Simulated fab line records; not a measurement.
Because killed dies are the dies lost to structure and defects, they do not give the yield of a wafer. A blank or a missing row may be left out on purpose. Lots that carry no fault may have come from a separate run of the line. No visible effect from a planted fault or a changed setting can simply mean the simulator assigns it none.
The tool behind it: which one? || flow sky130 || 36 wafers from 12 lots sampled at 4 of the route's 708 steps

WHAT EACH GAUGE READ, for each wafer
SKY_FIELD_ISO_BOW_MEAS_00.
{"lot": "L636", "measured": "day 1 15:02", "on": "filmMetro-02", "INCOMING_BOW (um)": "7 2 0"}
{"lot": "L637", "measured": "day 1 20:00", "on": "filmMetro-03", "INCOMING_BOW (um)": "-10 0 4"}
{"lot": "L638", "measured": "day 2 01:00", "on": "filmMetro-02", "INCOMING_BOW (um)": "0 -8 -7"}
{"lot": "L639", "measured": "day 2 06:00", "on": "filmMetro-02", "INCOMING_BOW (um)": "1 -6 0"}
{"lot": "L640", "measured": "day 2 11:00", "on": "filmMetro-01", "INCOMING_BOW (um)": "15 5 -9"}
{"lot": "L641", "measured": "day 2 16:00", "on": "filmMetro-01", "INCOMING_BOW (um)": "11 6 -11"}
{"lot": "L642", "measured": "day 2 21:01", "on": "filmMetro-02", "INCOMING_BOW (um)": "2 0 1"}
{"lot": "L645", "measured": "day 3 12:01", "on": "filmMetro-02", "INCOMING_BOW (um)": "3 0 -2"}
{"lot": "L646", "measured": "day 3 17:04", "on": "filmMetro-02", "INCOMING_BOW (um)": "-7 -3 5"}
{"lot": "L651", "measured": "day 4 18:00", "on": "filmMetro-01", "INCOMING_BOW (um)": "0 1 -6"}
{"lot": "L654", "measured": "day 5 09:03", "on": "filmMetro-01", "INCOMING_BOW (um)": "11 -7 -1"}
{"lot": "L657", "measured": "day 6 00:02", "on": "filmMetro-02", "INCOMING_BOW (um)": "4 -3 -1"}

SKY_FIELD_ISO_THK_MEAS_23.
{"lot": "L636", "measured": "day 2 11:45", "on": "filmMetro-01", "FIELD_ISO_OXIDATION_01_THK (nm)": "10.16 10.02 10.21"}
{"lot": "L637", "measured": "day 2 17:38", "on": "filmMetro-03", "FIELD_ISO_OXIDATION_01_THK (nm)": "10.31 10.04 10.21"}
{"lot": "L638", "measured": "day 3 01:11", "on": "filmMetro-03", "FIELD_ISO_OXIDATION_01_THK (nm)": "9.71 9.83 9.82"}
{"lot": "L639", "measured": "day 3 08:11", "on": "filmMetro-02", "FIELD_ISO_OXIDATION_01_THK (nm)": "10.26 9.96 10.19"}
{"lot": "L640", "measured": "day 3 12:12", "on": "filmMetro-01", "FIELD_ISO_OXIDATION_01_THK (nm)": "9.86 10.15 9.99"}
{"lot": "L641", "measured": "day 3 14:47", "on": "filmMetro-02", "FIELD_ISO_OXIDATION_01_THK (nm)": "10.11 10.13 9.88"}
{"lot": "L642", "measured": "day 3 20:22", "on": "filmMetro-01", "FIELD_ISO_OXIDATION_01_THK (nm)": "9.95 10.14 10.21"}
{"lot": "L645", "measured": "day 4 12:57", "on": "filmMetro-03", "FIELD_ISO_OXIDATION_01_THK (nm)": "9.90 10.08 9.95"}
{"lot": "L646", "measured": "day 4 15:50", "on": "filmMetro-01", "FIELD_ISO_OXIDATION_01_THK (nm)": "10.03 9.94 9.84"}
{"lot": "L651", "measured": "day 5 18:49", "on": "filmMetro-03", "FIELD_ISO_OXIDATION_01_THK (nm)": "9.90 9.93 10.08"}
{"lot": "L654", "measured": "day 6 10:03", "on": "filmMetro-03", "FIELD_ISO_OXIDATION_01_THK (nm)": "10.05 10.00 9.95"}
{"lot": "L657", "measured": "day 7 03:05", "on": "filmMetro-01", "FIELD_ISO_OXIDATION_01_THK (nm)": "10.14 10.27 10.13"}

WHICH TOOL RAN EACH LOT (tool, then ch and the chambers of the sampled wafers, then the start)
{"lot": "L636", "SKY_FIELD_ISO_COAT_07": "lithoTrack-03 ch 0, day 2 02:12", "SKY_FIELD_ISO_ETCH_14": "rieDiel-01 ch 0,2,3, day 2 09:49"}
{"lot": "L637", "SKY_FIELD_ISO_COAT_07": "lithoTrack-01 ch 0, day 2 07:47", "SKY_FIELD_ISO_ETCH_14": "rieDiel-04 ch 0,1,2, day 2 15:19"}
{"lot": "L638", "SKY_FIELD_ISO_COAT_07": "lithoTrack-01 ch 0, day 2 12:26", "SKY_FIELD_ISO_ETCH_14": "rieDiel-01 ch 1,2,3, day 2 20:40"}
{"lot": "L639", "SKY_FIELD_ISO_COAT_07": "lithoTrack-02 ch 0, day 2 17:50", "SKY_FIELD_ISO_ETCH_14": "rieDiel-01 ch 0,3, day 3 01:58"}
{"lot": "L640", "SKY_FIELD_ISO_COAT_07": "lithoTrack-02 ch 0, day 2 23:08", "SKY_FIELD_ISO_ETCH_14": "rieDiel-04 ch 0,1, day 3 07:04"}
{"lot": "L641", "SKY_FIELD_ISO_COAT_07": "lithoTrack-02 ch 0, day 3 03:41", "SKY_FIELD_ISO_ETCH_14": "rieDiel-03 ch 1,2,3, day 3 11:34"}
{"lot": "L642", "SKY_FIELD_ISO_COAT_07": "lithoTrack-02 ch 0, day 3 08:58", "SKY_FIELD_ISO_ETCH_14": "rieDiel-01 ch 2,3, day 3 16:58"}
{"lot": "L645", "SKY_FIELD_ISO_COAT_07": "lithoTrack-02 ch 0, day 4 01:46", "SKY_FIELD_ISO_ETCH_14": "rieDiel-01 ch 0,1,3, day 4 11:07"}
{"lot": "L646", "SKY_FIELD_ISO_COAT_07": "lithoTrack-01 ch 0, day 4 04:49", "SKY_FIELD_ISO_ETCH_14": "rieDiel-03 ch 2,3, day 4 13:40"}
{"lot": "L651", "SKY_FIELD_ISO_COAT_07": "lithoTrack-03 ch 0, day 5 06:33", "SKY_FIELD_ISO_ETCH_14": "rieDiel-04 ch 0,3, day 5 15:19"}
{"lot": "L654", "SKY_FIELD_ISO_COAT_07": "lithoTrack-01 ch 0, day 5 22:05", "SKY_FIELD_ISO_ETCH_14": "rieDiel-04 ch 1,2, day 6 07:46"}
{"lot": "L657", "SKY_FIELD_ISO_COAT_07": "lithoTrack-01 ch 0, day 6 13:32", "SKY_FIELD_ISO_ETCH_14": "rieDiel-03 ch 2,3, day 7 00:25"}
- SKY_FIELD_ISO_COAT_07: resist thk 60 nm.
- SKY_FIELD_ISO_ETCH_14: etches BARC in N2/H2, stops on SiO2, time 45.9 s, target depth 60 nm.

AS READ BY THE TOOLS THEMSELVES (means over the sampled wafers that have a number; for cases with no such wafer, the mark the record gives instead)
SKY_FIELD_ISO_COAT_07.
{"lot": "L636", "tool": "lithoTrack-03", "dispensePressureKPa (kPa)": 43}
{"lot": "L637", "tool": "lithoTrack-01", "dispensePressureKPa (kPa)": 57}
{"lot": "L638", "tool": "lithoTrack-01", "dispensePressureKPa (kPa)": 57}
{"lot": "L639", "tool": "lithoTrack-02", "dispensePressureKPa (kPa)": 50}
{"lot": "L640", "tool": "lithoTrack-02", "dispensePressureKPa (kPa)": 50}
{"lot": "L641", "tool": "lithoTrack-02", "dispensePressureKPa (kPa)": 50}
{"lot": "L642", "tool": "lithoTrack-02", "dispensePressureKPa (kPa)": 50}
{"lot": "L645", "tool": "lithoTrack-02", "dispensePressureKPa (kPa)": 50}
{"lot": "L646", "tool": "lithoTrack-01", "dispensePressureKPa (kPa)": 57}
{"lot": "L651", "tool": "lithoTrack-03", "dispensePressureKPa (kPa)": 44}
{"lot": "L654", "tool": "lithoTrack-01", "dispensePressureKPa (kPa)": 56}
{"lot": "L657", "tool": "lithoTrack-01", "dispensePressureKPa (kPa)": 56}

SKY_FIELD_ISO_ETCH_14.
{"lot": "L636", "tool": "rieDiel-01", "drypumpMotorCurrentA (A)": 5.7, "oesProductAu (a.u.)": 0.852, "throttleValvePct (%)": 13.235}
{"lot": "L637", "tool": "rieDiel-04", "drypumpMotorCurrentA (A)": 6.0, "oesProductAu (a.u.)": 0.857, "throttleValvePct (%)": 13.235}
{"lot": "L638", "tool": "rieDiel-01", "drypumpMotorCurrentA (A)": 5.7, "oesProductAu (a.u.)": 0.851, "throttleValvePct (%)": 13.230}
{"lot": "L639", "tool": "rieDiel-01", "drypumpMotorCurrentA (A)": 5.5, "oesProductAu (a.u.)": 0.850, "throttleValvePct (%)": 13.220}
{"lot": "L640", "tool": "rieDiel-04", "drypumpMotorCurrentA (A)": 6.1, "oesProductAu (a.u.)": 0.855, "throttleValvePct (%)": 13.225}
{"lot": "L641", "tool": "rieDiel-03", "drypumpMotorCurrentA (A)": 6.0, "oesProductAu (a.u.)": 0.858, "throttleValvePct (%)": 13.223}
{"lot": "L642", "tool": "rieDiel-01", "drypumpMotorCurrentA (A)": 5.7, "oesProductAu (a.u.)": 0.800, "throttleValvePct (%)": 13.215}
{"lot": "L645", "tool": "rieDiel-01", "drypumpMotorCurrentA (A)": 5.6, "oesProductAu (a.u.)": 0.800, "throttleValvePct (%)": 13.222}
{"lot": "L646", "tool": "rieDiel-03", "drypumpMotorCurrentA (A)": 5.8, "oesProductAu (a.u.)": 0.852, "throttleValvePct (%)": 13.225}
{"lot": "L651", "tool": "rieDiel-04", "drypumpMotorCurrentA (A)": 5.9, "oesProductAu (a.u.)": 0.857, "throttleValvePct (%)": 13.222}
{"lot": "L654", "tool": "rieDiel-04", "drypumpMotorCurrentA (A)": 5.9, "oesProductAu (a.u.)": 0.852, "throttleValvePct (%)": 13.222}
{"lot": "L657", "tool": "rieDiel-03", "drypumpMotorCurrentA (A)": 5.8, "oesProductAu (a.u.)": 0.856, "throttleValvePct (%)": 13.225}

THE ANSWER, worked out from the rows above alone
Rule: what is usual is taken from the lots themselves. Put in order of their means at a reading, lots are off if they are a third of the lots or fewer, leave a main group of 4 or more, and stand apart from it by a gap of 3 or more times the standard deviation of the main group's means; of several such gaps the widest counts. If all means in a main group match to the digits the tables above print for the reading, that group is not used. A lot without any number at a reading at which 4 lots or more have one is off too. Any other lot the step has rows for is counted as sound. Order of review: gauges by route order, followed by the tools' own readings, for which a lot's mean as printed above is used. At the first step where some lot is off, the reading lying furthest off is the one used; lots without a number count as furthest.
Off: L642, L645, at SKY_FIELD_ISO_ETCH_14 (oesProductAu). For the main group the mean is 0.854 a.u. and the standard deviation 0.0028.
If a tool, at that step or one of the process steps before it, ran each lot that is off and ran no sound lot following the first of them, it fits. Undecided on this evidence; 2 tools fit (lithoTrack-02 at SKY_FIELD_ISO_COAT_07, rieDiel-01 at SKY_FIELD_ISO_ETCH_14).

WHAT WAS PUT IN BY THE SIMULATOR
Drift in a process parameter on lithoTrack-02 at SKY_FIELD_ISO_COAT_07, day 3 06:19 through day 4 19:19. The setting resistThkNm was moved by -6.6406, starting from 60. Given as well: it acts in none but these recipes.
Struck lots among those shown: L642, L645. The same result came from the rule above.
